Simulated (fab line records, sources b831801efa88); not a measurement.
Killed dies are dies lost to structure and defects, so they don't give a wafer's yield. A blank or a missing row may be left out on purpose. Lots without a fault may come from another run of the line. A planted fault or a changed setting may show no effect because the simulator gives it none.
A struck lot beside a sound one | flow sky130 | 15 steps out of a route of 708
Sound: wafers L646.1, L646.5, L646.6. Struck: wafer L661.3. (L661.1, L661.5 of the same lot were not struck and are left out.) The cause comes at the end.
At each step with rows: each side's tool, then ch and its chambers, then its first start. Under that, the readings that differ: sound wafers | struck wafers | difference of the means | sigmas: that difference in standard deviations of wafers without a fault.
alike: readings whose means differ by less than 2 such deviations, and words and numbers that are the same on both sides. not compared: withheld readings, readings that some wafer has no value for, bounds like >300 that may hide the same value, and numbers for which the record gives no deviation and whose values overlap.
The two part at a step that has a row with sigmas, a row that says differs or no value, or rows on one side only. Numbers that don't overlap but have no deviation are shown without sigmas and don't part them. A reading that every wafer of one side lacks parts them only if that side has two wafers or more.

SKY_LOCAL_INTERCONNECT_THK_MEAS_02: measures by xrf.
  sound on film_metro-01, day 30 11:20; struck on film_metro-03, day 35 09:40
  alike: LOCAL_INTERCONNECT_TIN_THK
then, 8 steps without rows for these wafers: SKY_LOCAL_INTERCONNECT_DEHYDRATE_03 (time 60 s); SKY_LOCAL_INTERCONNECT_HMDS_04 (prime time 60 s); SKY_LOCAL_INTERCONNECT_COAT_05 (resist thk 60 nm); SKY_LOCAL_INTERCONNECT_COAT_06 (resist thk 450 nm); SKY_LOCAL_INTERCONNECT_SOFTBAKE_07 (time 90 s); SKY_LOCAL_INTERCONNECT_EXPOSE_08 (exposes mask LI1M, target cd 170 nm); SKY_LOCAL_INTERCONNECT_PEB_09; SKY_LOCAL_INTERCONNECT_DEVELOP_10 (develop time 60 s).
SKY_LOCAL_INTERCONNECT_CD_MEAS_11: target cd 170 nm.
  sound on cd_sem-01, day 31 15:23; struck on cd_sem-01, day 36 12:10
  alike: cd_nm
SKY_LOCAL_INTERCONNECT_OVL_MEAS_12:
  sound on overlay-02, day 31 15:31; struck on overlay-02, day 36 12:17
  alike: LOCAL_INTERCONNECT_OVL
SKY_LOCAL_INTERCONNECT_ETCH_13: etches BARC in N2/H2, stops on SiO2, time 45.9 s, target depth 60 nm.
  sound on rie_metal-04 ch 0,1, day 31 15:33; struck on rie_metal-04 ch 1, day 36 12:20
  alike: drypump_motor_current_A, oes_product_au, run_length_s, throttle_valve_pct
  not compared: rf_hours_counter_h
SKY_LOCAL_INTERCONNECT_METAL_ETCH_14: etches TiN in Cl2/BCl3, stops on PSG, target depth 110 nm, time 31.4 s.
  sound on rie_metal-04 ch 0,1, day 31 15:37; struck on rie_metal-04 ch 1, day 36 12:23
  reading                                                   | sound                | struck | difference | sigmas
  oes_product_au (a.u.)                                     | 0.917 0.927 0.921    | 0.847  | -0.075     | -11
  run_length_s (s)                                          | 59.3 59.8 59.6       | 65.8   | +6.2       | +19
  throttle_valve_pct (%)                                    | 21.923 21.917 21.908 | 21.954 | +0.038     | +4
  model.KrF-thick_of_LOCAL_INTERCONNECT_COAT_06.thk_nm (nm) | 346 343.3 344.3      | 334.7  | -9.8       |
  model.PSG_of_LI_CONTACT_HDPCVD_00.thk_nm (nm)             | 586.4 587.4 587.6    | 583.5  | -3.6       |
  model.LOCAL_INTERCONNECT.feature_depth_nm (nm)            | 96.82 97.56 96.72    | 103.4  | +6.4       |
  alike: drypump_motor_current_A
  not compared: rf_hours_counter_h
SKY_LOCAL_INTERCONNECT_STRIP_15: strips in O2/N2.
  sound on plasma_asher-04 ch 0,1, day 31 15:40; struck on plasma_asher-04 ch 0, day 36 12:26
  reading                      | sound             | struck | difference | sigmas
  oes_product_au (a.u.)        | 0.422 0.427 0.425 | 0.413  | -0.012     | -2
  strip_time_to_endpoint_s (s) | 4.694 4.676 4.677 | 4.586  | -0.096     | -5
  alike: drypump_motor_current_A, o2_flow_sccm
  not compared: rf_hours_counter_h
then, 1 step without rows for these wafers: SKY_LOCAL_INTERCONNECT_STRIP_16 (strips in post etch residue remover, time 1200 s).

WHERE THEY PART
First at SKY_LOCAL_INTERCONNECT_METAL_ETCH_14; last, within this record, at SKY_LOCAL_INTERCONNECT_STRIP_15.

WHY: what the simulator had put in
Process parameter drift: rie_metal-04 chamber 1, from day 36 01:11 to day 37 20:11, at SKY_LOCAL_INTERCONNECT_METAL_ETCH_14. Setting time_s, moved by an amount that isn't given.
